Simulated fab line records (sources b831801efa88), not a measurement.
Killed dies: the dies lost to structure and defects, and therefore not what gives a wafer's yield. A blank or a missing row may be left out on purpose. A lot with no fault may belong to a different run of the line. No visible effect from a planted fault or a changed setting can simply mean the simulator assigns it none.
fab line records	flow gf180mcu
record: lots: 5	wafers: 23
route steps=602 shown V3@450 M4@457 V4@480 MIM@511
start_h: the number of hours between the record's first day and the start of the first shown wafer of the lot	wait_h: time in hours since the lot's previous step	" repeats the value in the row above	L1.1+2: a row that stands for several wafers	- either no value or no given start	* or withheld: withheld	< > ~ a bound
route shown NAME@n: NAME is a module with steps in the file, n the number in the route of the first one	usual: mean/standard deviation taken from wafers without a fault	same: alike in all rows	chamber/n: place in a boat	sites: readings site by site	_std_site: standard deviation across them	_edge_site: inner sites' mean taken away from outer sites' mean	radius_mm: for every site, how far away it sits from the centre of the wafer	mask NAME#n: copy n	behind: tool/chamber where the wafer was last shaped	hold: why the lot went on hold/how many hours it stayed there/how the hold came to an end	device: whichever transistor did not switch (one of n, p or np)	end of line: tests run on the same wafers once the route is complete	a step given without rows: its recipe and nothing more	killed: dies that structure and defects cost at the first sort, which is not the same as the wafer's yield	map: the dies of a wafer, with x for killed, . for not killed, _ for no die there
set.NAME: the setting the step ran with; set.NAME@STEP: the setting that earlier step ran with	model.NAME: the simulator's own value behind a step, which no gauge read
one table per step and one row per wafer, for lots whose settings were changed on purpose
== steps ==
step: GF_V3_SPUTTER_21
recipe: material: Ti	target_thk_nm: 15	chamber_pressure_pa: 5	power_w: 2500	substrate_temp_c: 200	time_s: 80.02
lot.wafer	tool	chamber	start_h	wait_h	set.time_s	model.Ti_of_V3_SPUTTER_21.thk_nm
L074.1	pvd_sputter-04	-	490.57	0.0	80.02	15.12
L074.2	"	-	"	"	68.47	12.95
L074.3	"	-	"	"	80.02	15.35
L074.4	"	-	"	"	80.02	15.07
L074.6	"	-	"	"	68.47	13.14
L077.1+6	pvd_sputter-04	-	561.00	0.0	80.02	14.88
L077.2	"	-	"	"	73.16	13.77
L077.4	"	-	"	"	73.16	14.03
L077.5	"	-	"	"	80.02	15.02
L081.2	pvd_sputter-04	-	572.87	0.0	80.02	15.36
L081.4	"	-	"	"	80.02	15.19
L081.6	"	-	"	"	80.02	15.41
L082.1	pvd_sputter-04	-	598.00	0.0	80.02	14.86
L082.3	"	-	"	"	80.02	14.89
L082.4	"	-	"	"	73.93	14.07
L082.5	"	-	"	"	80.02	14.9
L082.6	"	-	"	"	73.93	13.57
L085.1	pvd_sputter-03	-	610.05	0.0	80.02	15.16
L085.2	"	-	"	"	80.02	15.1
L085.3	"	-	"	"	80.02	15.08
L085.4	"	-	"	"	80.02	15.12
L085.6	"	-	"	"	80.02	15.17
step: GF_M4_SPUTTER_01
recipe: material: TiN	target_thk_nm: 30	power_w: 6500	time_s: 25	chamber_pressure_pa: 0.4
lot.wafer	tool	chamber	start_h	wait_h	set.power_w	model.TiN_of_M4_SPUTTER_01.thk_nm
L074.1	pvd_sputter-03	-	491.36	0.1	6211	28.61
L074.2	"	-	"	"	6211	28.96
L074.3	"	-	"	"	6500	30.61
L074.4	"	-	"	"	6500	30.08
L074.6	"	-	"	"	6500	30.06
L077.1	pvd_sputter-03	-	561.79	0.1	6013	27.56
L077.2	"	-	"	"	6500	29.69
L077.4	"	-	"	"	6013	28.11
L077.5	"	-	"	"	6013	27.76
L077.6	"	-	"	"	6500	30.09
L081.2+6	pvd_sputter-01	-	573.67	0.1	6500	29.72
L081.4	"	-	"	"	6500	29.61
L082.1	pvd_sputter-01	-	598.79	0.1	6500	30.6
L082.3	"	-	"	"	6500	30.79
L082.4	"	-	"	"	6500	30.7
L082.5	"	-	"	"	6500	30.65
L082.6	"	-	"	"	6500	30.72
L085.1	pvd_sputter-03	-	610.84	0.1	6805	31.77
L085.2	"	-	"	"	6805	31.21
L085.3	"	-	"	"	6500	30.22
L085.4	"	-	"	"	6500	30.01
L085.6	"	-	"	"	6500	30.04
step: GF_M4_COAT_09
recipe: resist: KrF	spin_rpm: withheld	resist_thk_nm: 1000
lot.wafer	tool	chamber	start_h	wait_h	set.resist_thk_nm	model.KrF_of_M4_COAT_09.thk_nm
L074.1	litho_track-01	0	503.42	0.1	1000	998.9
L074.2	"	0	"	"	1000	997.5
L074.3	"	0	"	"	1000	1000
L074.4	"	0	"	"	1000	996.1
L074.6	"	0	"	"	1000	996.4
L077.1+4	litho_track-03	0	572.05	0.1	941.8	-
L077.2	"	0	"	"	1000	1004
L077.5	"	0	"	"	1000	-
L077.6	"	0	"	"	941.8	945.4
L081.2+6	litho_track-01	0	584.34	0.1	1000	1002
L081.4	"	0	"	"	1000	1001
L082.1	litho_track-01	0	608.62	0.1	1000	1001
L082.3	"	0	"	"	1018	1016
L082.4	"	0	"	"	1018	1018
L082.5	"	0	"	"	1000	998.4
L082.6	"	0	"	"	1018	1017
L085.1	litho_track-03	0	620.60	0.1	1000	1003
L085.2+3+6	"	0	"	"	1000	1004
L085.4	"	0	"	"	1000	1007
step: GF_M4_SOFTBAKE_10
recipe: temp_c: 130	time_s: 60	resist: KrF
step: GF_M4_EXPOSE_11
recipe: mask_id: Metal4	target_cd_nm: 280	na: 0.68	source_shape: conventional	sigma_outer: 0.6	dose_mj: 28
step: GF_M4_METAL_ETCH_16
recipe: chemistry: Cl2/BCl3	mask_material: KrF	target_depth_nm: 627.5	stop_on: SiO2	pressure_mtorr: 8	icp_w: 800	bias_w: 140	Cl2_flow_sccm: 80	bcl3_flow_sccm: 40	time_s: 104.6
lot.wafer	tool	chamber	start_h	wait_h	set.resist_thk_nm@M4_COAT_09	model.KrF_of_M4_COAT_09.thk_nm
L074.1	rie_metal-01	1	515.16	0.0	1000	732.4
L074.2	"	0	"	"	1000	738.7
L074.3	"	0	"	"	1000	740.6
L074.4	"	1	"	"	1000	733.7
L074.6	"	0	"	"	1000	738.2
L077.1+4	rie_metal-01	1	583.31	0.0	941.8	-
L077.2	"	0	"	"	1000	739.7
L077.5	"	1	"	"	1000	-
L077.6	"	0	"	"	941.8	685.1
L081.2	rie_metal-01	0	595.11	0.1	1000	743.6
L081.4	"	0	"	"	1000	739
L081.6	"	0	"	"	1000	742.1
L082.1	rie_metal-01	1	618.51	0.0	1000	728.7
L082.3	"	1	"	"	1018	743.5
L082.4	"	1	"	"	1018	745
L082.5	"	1	"	"	1000	724.5
L082.6	"	1	"	"	1018	745.6
L085.1	rie_metal-01	0	631.26	0.0	1000	739.9
L085.2	"	1	"	"	1000	730.4
L085.3	"	1	"	"	1000	732.3
L085.4	"	0	"	"	1000	746.3
L085.6	"	1	"	"	1000	731.4
step: GF_M4_STRIP_17
recipe: chemistry: O2/N2	power_w: 1400	pressure_mtorr: 1500	platen_temp_c: 250	o2_flow_sccm: 3000	n2_flow_sccm: 300	overash_fraction: 0.5
usual: strip_time_to_endpoint_s: 7.89/0.056
lot.wafer	tool	chamber	start_h	wait_h	set.resist_thk_nm@M4_COAT_09	strip_time_to_endpoint_s
L074.1	plasma_asher-01	0	515.27	0.1	1000	7.85
L074.2	"	1	"	"	1000	7.91
L074.3	"	1	"	"	1000	7.94
L074.4	"	0	"	"	1000	7.86
L074.6	"	1	"	"	1000	7.91
L077.1	plasma_asher-04	0	583.42	0.1	941.8	7.32
L077.2	"	1	"	"	1000	7.91
L077.4	"	1	"	"	941.8	7.35
L077.5	"	1	"	"	1000	7.92
L077.6	"	0	"	"	941.8	7.39
L081.2	plasma_asher-04	1	595.30	0.1	1000	7.96
L081.4	"	0	"	"	1000	7.90
L081.6	"	1	"	"	1000	7.95
L082.1	plasma_asher-01	1	618.73	0.2	1000	7.81
L082.3	"	1	"	"	1018	7.96
L082.4	"	0	"	"	1018	7.98
L082.5	"	1	"	"	1000	7.78
L082.6	"	0	"	"	1018	7.98
L085.1	plasma_asher-04	0	631.37	0.1	1000	7.93
L085.2	"	1	"	"	1000	7.83
L085.3	"	1	"	"	1000	7.84
L085.4	"	0	"	"	1000	7.98
L085.6	"	0	"	"	1000	7.83
step: GF_V4_CMP_04
recipe: material: SiO2	down_force_psi: 4	platen_rpm: 60	pad_velocity_m_s: 0.94248
lot.wafer	tool	chamber	start_h	wait_h	set.leave_above_ref_nm	model.SiO2_of_V4_CVD_02.thk_nm
L074.4+2	cmp-02	2,0	516.09	0.0	632.5	633.5
L074.3	"	3	"	"	632.5	633.2
L074.1	"	1	"	"	632.5	634.3
L074.6	"	3	"	"	632.5	633.7
L077.1	cmp-02	0	584.21	0.1	632.5	631.5
L077.4	"	2	"	"	677.8	677.5
L077.2	"	3	"	"	677.8	677.9
L077.6	"	0	"	"	632.5	632.6
L077.5	"	1	"	"	677.8	678.4
L081.2	cmp-01	1	596.15	0.1	632.5	633.7
L081.4	"	3	"	"	632.5	632.9
L081.6	"	0	"	"	632.5	632.7
L082.4	cmp-02	0	619.70	0.0	609.7	609.6
L082.1+6	"	1	"	"	632.5	633.6
L082.3	"	2	"	"	609.7	610.1
L082.5	"	0	"	"	632.5	632.7
L085.2	cmp-02	2	632.16	0.0	632.5	631.6
L085.3	"	3	"	"	632.5	630.9
L085.4	"	0	"	"	671.8	671.7
L085.1	"	1	"	"	671.8	671.9
L085.6	"	2	"	"	632.5	632.3
step: GF_V4_COAT_09
recipe: resist: KrF	spin_rpm: withheld	resist_thk_nm: 1000
lot.wafer	tool	chamber	start_h	wait_h	set.resist_thk_nm	model.KrF_of_V4_COAT_09.thk_nm
L074.1	litho_track-02	0	-	-	1000	1001
L074.2	"	0	"	"	950.1	951.7
L074.3	"	0	"	"	950.1	951.5
L074.4	"	0	"	"	1000	1004
L074.6	"	0	"	"	950.1	951.3
L077.1	litho_track-01	0	-	-	1000	998.6
L077.2	"	0	"	"	1000	1000
L077.4	"	0	"	"	1000	998.8
L077.5	"	0	"	"	1000	999.9
L077.6	"	0	"	"	1000	1001
L081.2	litho_track-01	0	-	-	1000	1001
L081.4	"	0	"	"	1000	1004
L081.6	"	0	"	"	1000	1007
L082.1	litho_track-02	0	-	-	1000	1000
L082.3	"	0	"	"	1000	999.2
L082.4	"	0	"	"	969.9	969.3
L082.5	"	0	"	"	969.9	968.2
L082.6	"	0	"	"	969.9	971.3
L085.1	litho_track-03	0	-	-	1030	1032
L085.2	"	0	"	"	1000	1002
L085.3	"	0	"	"	1000	1001
L085.4	"	0	"	"	1030	1037
L085.6	"	0	"	"	1030	1033
step: GF_V4_ETCH_17
recipe: chemistry: C4F8/O2/Ar	mask_material: KrF	target: SiO2	stop_on: TiN	source_w: 1500	bias_w: 1200	pressure_mtorr: 40	c4f8_flow_sccm: withheld	O2_flow_sccm: 6	Ar_flow_sccm: 300	time_s: withheld	target_depth_a: 6300
usual: oes_product_au: 0.856/0.0044
lot.wafer	tool	chamber	start_h	wait_h	set.bias_w	set.leave_above_ref_nm@V4_CMP_04	oes_product_au	model.V4.feature_depth_nm
L074.1	rie_diel-01	2	-	-	1200	632.5	0.845	634.3
L074.2	"	1	"	"	1078	632.5	0.857	633.5
L074.3	"	0	"	"	1200	632.5	0.855	633.2
L074.4	"	2	"	"	1078	632.5	0.856	633.4
L074.6	"	0	"	"	1200	632.5	0.855	633.7
L077.1	rie_diel-01	0	-	-	1238	632.5	0.856	631.7
L077.2	"	1	"	"	1238	677.8	0.891	678.2
L077.4	"	2	"	"	1200	677.8	0.887	677.5
L077.5	"	0	"	"	1200	677.8	0.880	678.4
L077.6	"	3	"	"	1238	632.5	0.852	632.9
L081.2	rie_diel-04	2	-	-	1200	632.5	0.863	633.7
L081.4	"	0	"	"	1200	632.5	0.855	632.9
L081.6	"	2	"	"	1200	632.5	0.851	632.7
L082.1	rie_diel-02	2	-	-	1200	632.5	0.854	633.6
L082.3	"	3	"	"	1258	609.7	0.841	610.5
L082.4	"	1	"	"	1200	609.7	0.839	609.6
L082.5	"	3	"	"	1200	632.5	0.858	632.7
L082.6	"	0	"	"	1258	632.5	0.861	634
L085.1	rie_diel-02	0	-	-	1200	671.8	0.887	671.9
L085.2	"	2	"	"	1200	632.5	0.862	631.6
L085.3	"	1	"	"	1200	632.5	0.855	630.9
L085.4	"	3	"	"	1200	671.8	0.893	671.7
L085.6	"	2	"	"	1200	632.5	0.857	632.3
step: GF_MIM_SPUTTER_08
recipe: material: AlCu	target_thk_nm: 200	power_w: 10600	time_s: 10.6	chamber_pressure_pa: 0.4
lot.wafer	tool	chamber	start_h	wait_h	set.time_s	model.AlCu_of_MIM_SPUTTER_08.thk_nm
L074.1	pvd_sputter-01	-	541.22	0.0	11.06	211
L074.2	"	-	"	"	10.6	200.4
L074.3	"	-	"	"	10.6	199.7
L074.4	"	-	"	"	11.06	209.6
L074.6	"	-	"	"	11.06	208.8
L077.1+2	pvd_sputter-02	-	607.50	0.0	10.6	199.8
L077.4	"	-	"	"	10.6	202.7
L077.5	"	-	"	"	9.372	178.7
L077.6	"	-	"	"	9.372	178
L081.2	pvd_sputter-01	-	618.97	0.0	10.6	200.4
L081.4	"	-	"	"	10.6	199.4
L081.6	"	-	"	"	10.6	201.5
L082.1+6	pvd_sputter-04	-	642.16	0.0	10.6	202.6
L082.3	"	-	"	"	10.6	201.7
L082.4	"	-	"	"	10.6	201.9
L082.5	"	-	"	"	10.6	199.3
L085.1	pvd_sputter-01	-	653.59	0.0	10.6	202.2
L085.2	"	-	"	"	9.724	186.5
L085.3	"	-	"	"	9.724	185.4
L085.4	"	-	"	"	9.724	185.1
L085.6	"	-	"	"	10.6	203.3
step: GF_MIM_SPUTTER_09
recipe: material: TiN	target_thk_nm: 35	power_w: 6500	time_s: 29.2	chamber_pressure_pa: 0.4
step: GF_MIM_RS_MEAS_10
recipe: thk_meas_gauge: four-point-probe	reads: TiN_of_MIM_SPUTTER_09+AlCu_of_MIM_SPUTTER_08+TiN_of_MIM_SPUTTER_07
usual: MIM_ALCU_RS: 0.1598/0.0016
lot.wafer	tool	chamber	start_h	wait_h	set.time_s@MIM_SPUTTER_08	MIM_ALCU_RS[ohm/sq]
L074.1	film_metro-03	-	541.27	0.0	11.06	0.1513
L074.2	"	-	"	"	10.6	0.1599
L074.3	"	-	"	"	10.6	0.1604
L074.4	"	-	"	"	11.06	0.1523
L074.6	"	-	"	"	11.06	0.1530
L077.1	film_metro-01	-	607.55	0.0	10.6	0.1605
L077.2	"	-	"	"	10.6	0.1606
L077.4	"	-	"	"	10.6	0.1581
L077.5	"	-	"	"	9.372	0.1804
L077.6	"	-	"	"	9.372	0.1814
L081.2	film_metro-03	-	619.04	0.0	10.6	0.1594
L081.4	"	-	"	"	10.6	0.1609
L081.6	"	-	"	"	10.6	0.1590
L082.1	film_metro-01	-	642.22	0.0	10.6	0.1576
L082.3	"	-	"	"	10.6	0.1587
L082.4	"	-	"	"	10.6	0.1586
L082.5	"	-	"	"	10.6	0.1611
L082.6	"	-	"	"	10.6	0.1580
L085.1	film_metro-02	-	653.65	0.0	10.6	0.1585
L085.2	"	-	"	"	9.724	0.1725
L085.3	"	-	"	"	9.724	0.1733
L085.4	"	-	"	"	9.724	0.1738
L085.6	"	-	"	"	10.6	0.1574
step: GF_MIM_THK_MEAS_11
recipe: thk_meas_gauge: xrf	reads: AlCu_of_MIM_SPUTTER_08
usual: MIM_ALCU_THK: 200.8/2.2
lot.wafer	tool	chamber	start_h	wait_h	set.time_s@MIM_SPUTTER_08	MIM_ALCU_THK[nm]
L074.1	film_metro-03	-	541.39	0.1	11.06	212.1
L074.2	"	-	"	"	10.6	201.3
L074.3	"	-	"	"	10.6	201.2
L074.4	"	-	"	"	11.06	210.8
L074.6	"	-	"	"	11.06	210.2
L077.1	film_metro-01	-	607.67	0.1	10.6	199.7
L077.2	"	-	"	"	10.6	198.4
L077.4	"	-	"	"	10.6	203.5
L077.5	"	-	"	"	9.372	176.6
L077.6	"	-	"	"	9.372	177.2
L081.2	film_metro-03	-	619.15	0.1	10.6	201.6
L081.4	"	-	"	"	10.6	200.1
L081.6	"	-	"	"	10.6	203.3
L082.1	film_metro-01	-	642.34	0.1	10.6	203.6
L082.3	"	-	"	"	10.6	201.7
L082.4	"	-	"	"	10.6	201.6
L082.5	"	-	"	"	10.6	198.1
L082.6	"	-	"	"	10.6	202.9
L085.1	film_metro-02	-	653.77	0.1	10.6	203.4
L085.2	"	-	"	"	9.724	188.7
L085.3	"	-	"	"	9.724	186.2
L085.4	"	-	"	"	9.724	186.0
L085.6	"	-	"	"	10.6	204.9
step: GF_MIM_COAT_14
recipe: resist: NOVOLAK	spin_rpm: 3000	resist_thk_nm: 1000
lot.wafer	tool	chamber	start_h	wait_h	set.resist_thk_nm	model.NOVOLAK_of_MIM_COAT_14.thk_nm
L074.1	litho_track-03	0	552.45	0.1	1000	999.8
L074.2	"	0	"	"	1048	1050
L074.3	"	0	"	"	1000	998.4
L074.4	"	0	"	"	1000	1002
L074.6	"	0	"	"	1048	1047
L077.1	litho_track-04	0	616.87	0.1	976.6	977.8
L077.2	"	0	"	"	1000	1001
L077.4	"	0	"	"	1000	997.5
L077.5	"	0	"	"	976.6	-
L077.6	"	0	"	"	1000	-
L081.2	litho_track-02	0	628.71	0.1	1000	997.6
L081.4	"	0	"	"	1000	995.3
L081.6	"	0	"	"	1000	998.6
L082.1+5	litho_track-03	0	651.55	0.1	1043	1041
L082.3	"	0	"	"	1043	1042
L082.4	"	0	"	"	1000	998.2
L082.6	"	0	"	"	1000	998.3
L085.1	litho_track-03	0	663.55	0.1	1000	999.3
L085.2+4	"	0	"	"	949	-
L085.3	"	0	"	"	1000	-
L085.6	"	0	"	"	1000	997.2
step: GF_MIM_METAL_ETCH_19
recipe: chemistry: Cl2/BCl3	mask_material: NOVOLAK	stop_on: Si3N4	target_depth_nm: 324.5	pressure_mtorr: 8	icp_w: 800	bias_w: 140	Cl2_flow_sccm: 80	bcl3_flow_sccm: 40	time_s: 54.1
usual: oes_product_au: 0.943/0.006
lot.wafer	tool	chamber	start_h	wait_h	set.icp_w	set.time_s@MIM_SPUTTER_08	oes_product_au
L074.1	rie_metal-03	1	563.15	0.1	774.2	11.06	0.965
L074.2	"	0	"	"	774.2	10.6	0.938
L074.3	"	0	"	"	800	10.6	0.944
L074.4	"	1	"	"	800	11.06	0.957
L074.6	"	1	"	"	800	11.06	0.958
L077.1	rie_metal-03	0	627.35	0.1	800	10.6	0.939
L077.2	"	1	"	"	800	10.6	0.944
L077.4	"	0	"	"	744.9	10.6	0.936
L077.5	"	1	"	"	800	9.372	0.904
L077.6	"	0	"	"	744.9	9.372	0.890
L081.2	rie_metal-04	1	638.41	0.1	800	10.6	0.950
L081.4	"	1	"	"	800	10.6	0.946
L081.6	"	1	"	"	800	10.6	0.952
L082.1	rie_metal-02	0	661.79	0.1	831.8	10.6	0.950
L082.3	"	0	"	"	800	10.6	0.942
L082.4	"	1	"	"	800	10.6	0.943
L082.5	"	1	"	"	800	10.6	0.935
L082.6	"	0	"	"	831.8	10.6	0.946
L085.1	rie_metal-02	0	673.00	0.1	710.2	10.6	0.938
L085.2	"	1	"	"	710.2	9.724	0.915
L085.3	"	1	"	"	800	9.724	0.910
L085.4	"	0	"	"	800	9.724	0.915
L085.6	"	0	"	"	800	10.6	0.950
step: GF_MIM_STRIP_20
recipe: chemistry: O2/N2	power_w: 1400	pressure_mtorr: 1500	platen_temp_c: 250	o2_flow_sccm: 3000	n2_flow_sccm: 300	overash_fraction: 0.5
usual: oes_product_au: 0.691/0.0054	strip_time_to_endpoint_s: 11.20/0.035
lot.wafer	tool	chamber	start_h	wait_h	set.resist_thk_nm@MIM_COAT_14	oes_product_au	strip_time_to_endpoint_s
L074.1	plasma_asher-02	1	563.22	0.0	1000	0.702	11.23
L074.2	"	0	"	"	1048	0.698	11.88
L074.3	"	0	"	"	1000	0.688	11.23
L074.4	"	1	"	"	1000	0.689	11.23
L074.6	"	0	"	"	1048	0.715	11.75
L077.1	plasma_asher-02	0	627.42	0.0	976.6	0.687	11.00
L077.2	"	1	"	"	1000	0.697	11.23
L077.4	"	0	"	"	1000	0.697	11.30
L077.5	"	0	"	"	976.6	0.680	10.92
L077.6	"	1	"	"	1000	0.702	11.32
L081.2	plasma_asher-03	1	638.53	0.1	1000	0.693	11.19
L081.4	"	0	"	"	1000	0.690	11.17
L081.6	"	0	"	"	1000	0.698	11.22
L082.1	plasma_asher-03	0	661.86	0.0	1043	0.703	11.62
L082.3	"	0	"	"	1043	0.716	11.68
L082.4	"	1	"	"	1000	0.683	11.15
L082.5	"	1	"	"	1043	0.714	11.65
L082.6	"	0	"	"	1000	0.683	11.13
L085.1	plasma_asher-03	0	673.07	0.0	1000	0.695	11.35
L085.2	"	1	"	"	949	0.664	10.73
L085.3	"	1	"	"	1000	0.695	11.18
L085.4	"	0	"	"	949	0.660	10.57
L085.6	"	1	"	"	1000	0.691	11.16
== key ==
split: step: GF_V3_SPUTTER_21	setting: time_s	stated: 80.02	by: wafer
response: step: GF_V3_SPUTTER_21	reading: model.Ti_of_V3_SPUTTER_21.thk_nm	change: +0.141	per: 1%	r: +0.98
split: step: GF_M4_SPUTTER_01	setting: power_w	stated: 6500	by: wafer
response: step: GF_M4_SPUTTER_01	reading: model.TiN_of_M4_SPUTTER_01.thk_nm	change: +0.293	per: 1%	r: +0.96
split: step: GF_M4_COAT_09	setting: resist_thk_nm	stated: 1000	by: wafer
response: step: GF_M4_COAT_09	reading: model.KrF_of_M4_COAT_09.thk_nm	change: +9.98	per: 1%	r: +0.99
response: step: GF_M4_METAL_ETCH_16	reading: model.KrF_of_M4_COAT_09.thk_nm	change: +9.52	per: 1%	r: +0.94
response: step: GF_M4_STRIP_17	reading: strip_time_to_endpoint_s	change: *	per: 1%	r: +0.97
split: step: GF_V4_CMP_04	setting: leave_above_ref_nm	stated: 632.5	by: wafer
response: step: GF_V4_CMP_04	reading: model.SiO2_of_V4_CVD_02.thk_nm	change: +6.44	per: 1%	r: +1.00
response: step: GF_V4_ETCH_17	reading: oes_product_au	change: +0.00478	per: 1%	r: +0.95
response: step: GF_V4_ETCH_17	reading: model.V4.feature_depth_nm	change: +6.43	per: 1%	r: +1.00
split: step: GF_V4_COAT_09	setting: resist_thk_nm	stated: 1000	by: wafer
response: step: GF_V4_COAT_09	reading: model.KrF_of_V4_COAT_09.thk_nm	change: +10.3	per: 1%	r: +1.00
split: step: GF_V4_ETCH_17	setting: bias_w	stated: 1200	by: wafer
response none clear
split: step: GF_MIM_SPUTTER_08	setting: time_s	stated: 10.6	by: wafer
response: step: GF_MIM_SPUTTER_08	reading: model.AlCu_of_MIM_SPUTTER_08.thk_nm	change: +2	per: 1%	r: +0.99
response: step: GF_MIM_RS_MEAS_10	reading: MIM_ALCU_RS	change: -0.00184	per: 1%	r: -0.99
response: step: GF_MIM_THK_MEAS_11	reading: MIM_ALCU_THK	change: +2.07	per: 1%	r: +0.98
response: step: GF_MIM_METAL_ETCH_19	reading: oes_product_au	change: +0.00376	per: 1%	r: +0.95
split: step: GF_MIM_COAT_14	setting: resist_thk_nm	stated: 1000	by: wafer
response: step: GF_MIM_COAT_14	reading: model.NOVOLAK_of_MIM_COAT_14.thk_nm	change: +9.99	per: 1%	r: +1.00
response: step: GF_MIM_STRIP_20	reading: oes_product_au	change: +0.00522	per: 1%	r: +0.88
response: step: GF_MIM_STRIP_20	reading: strip_time_to_endpoint_s	change: *	per: 1%	r: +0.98
split: step: GF_MIM_METAL_ETCH_19	setting: icp_w	stated: 800	by: wafer
response none clear
